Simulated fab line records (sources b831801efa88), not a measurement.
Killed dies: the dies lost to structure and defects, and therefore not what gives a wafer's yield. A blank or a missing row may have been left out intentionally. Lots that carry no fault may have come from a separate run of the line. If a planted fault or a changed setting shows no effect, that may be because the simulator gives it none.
Comparing a struck lot with a sound one / flow sfq-line / 14 out of 325 route steps
Sound: these wafers, L973.1, L973.2, L973.4. Struck: wafer L977.4. (L977.2, L977.6 of the same lot were not struck and are left out.) The cause comes at the end.
Per side, at each step with rows, come the tool, then ch with its chambers, and then its first start. Under that, the readings that differ: sound wafers / struck wafers / difference of the means / sigmas: that difference in standard deviations of wafers without a fault.
alike: words and numbers the same on both sides, and readings whose means are apart by under 2 such deviations; not compared: readings that were withheld, readings missing a value for some wafer, numbers with overlapping values and no deviation given by the record, and bounds like >300 which may hide the same value.
A row with sigmas, a row that says differs or no value, or rows on one side alone: a step with any of these is where the two part. Numbers that don't overlap but have no deviation are shown without sigmas and don't part them. Lack of a reading on every wafer of one side parts them only where that side has two or more wafers.

first, 6 steps without rows for these wafers: SFQ_TRILAYER_M3_LITHO_COAT_080 (resist thk 62 nm); SFQ_TRILAYER_M3_LITHO_COAT_075 (resist thk 600 nm); SFQ_TRILAYER_M3_LITHO_SOFTBAKE_079; SFQ_TRILAYER_M3_LITHO_EXPOSE_076 (exposes mask M3, target cd 500 nm); SFQ_TRILAYER_M3_LITHO_PEB_078 (peb time 60 s); SFQ_TRILAYER_M3_LITHO_DEVELOP_077 (time 60 s).
SFQ_M3_OVL_MEAS_921:
  sound: overlay-01 at day 39 08:20; struck: overlay-01 at day 40 11:56
reading=M3_OVL (nm); sound=-11 -16 -18; struck=3; difference=+18; sigmas=+3
SFQ_TRILAYER_M3_BARC_OPEN_METAL_ETCH_100: etches BARC in O2, target depth 125 nm, time 41.7 s.
  sound on rie-metal-03 ch 0,1, day 39 08:22; struck on rie-metal-02 ch 1, day 40 11:58
  alike: chamber-pressure-mTorr, drypump-motor-current-A, oes-product-au
  not compared: rf-hours-counter-h
SFQ_TRILAYER_M3_ETCH_METAL_ETCH_078: etches Nb in Cl2/Ar, stops on SiO2, target depth 240 nm, time 120 s.
  sound on rie-metal-03 ch 0,1, day 39 08:25; struck on rie-metal-02 ch 1, day 40 12:01
reading=oes-product-au (a.u.); sound=0.895 0.895 0.896; struck=0.913; difference=+0.018; sigmas=+2
  alike: chamber-pressure-mTorr, drypump-motor-current-A
  not compared: rf-hours-counter-h
SFQ_TRILAYER_M3_STRIP_STRIP_079: strips in O2.
  sound on rie-metal-03 ch 0,1, day 39 08:33; struck on rie-metal-02 ch 1, day 40 12:09
reading=chamber-pressure-mTorr (mTorr); sound=50.03 50.05 49.99; struck=49.88; difference=-0.14; sigmas=-3
  alike: drypump-motor-current-A, oes-product-au, platen-temp-c
  not compared: rf-hours-counter-h
then, 1 step without rows for these wafers: SFQ_TRILAYER_M3_STRIP_SOLV_CLEAN_080 (cleans in NMP, time 600 s).
SFQ_TRILAYER_I3_DEP_PECVD_081: deposits SiO2 from SiH4/N2O, time 111.11 s, target thk 500 nm.
  sound on pecvd-02 ch 1,2, day 39 09:19; struck on pecvd-01 ch 1, day 40 12:55
reading=throttle-valve-pct (%); sound=25.0 25.4 25.2; struck=22.4; difference=-2.8; sigmas=-3
  alike: chamber-pressure-Torr, heater-power-w, showerhead-vpp-V
SFQ_TRILAYER_I3_CMP_CMP_082: polishes SiO2.
  sound on cmp-02 ch 0,1,3, day 40 01:05; struck on cmp-02 ch 1, day 40 22:05
reading=platen-rpm (rpm); sound=59.96 60.00 60.02; struck=65.96; difference=+5.97; sigmas=+99 or more
  alike: motor-current-A, time-to-endpoint-s
SFQ_I3_BOW_MEAS_922:
  sound: film-metro-01 at day 40 04:05; struck: film-metro-04 at day 41 01:07
  alike: I3_BOW

== WHERE THEY PART ==
Last at SFQ_TRILAYER_I3_CMP_CMP_082 as far as this record goes, first at SFQ_M3_OVL_MEAS_921. Later steps at which nothing parts them and some readings are alike: SFQ_I3_BOW_MEAS_922.

WHY: whatever the simulator had introduced
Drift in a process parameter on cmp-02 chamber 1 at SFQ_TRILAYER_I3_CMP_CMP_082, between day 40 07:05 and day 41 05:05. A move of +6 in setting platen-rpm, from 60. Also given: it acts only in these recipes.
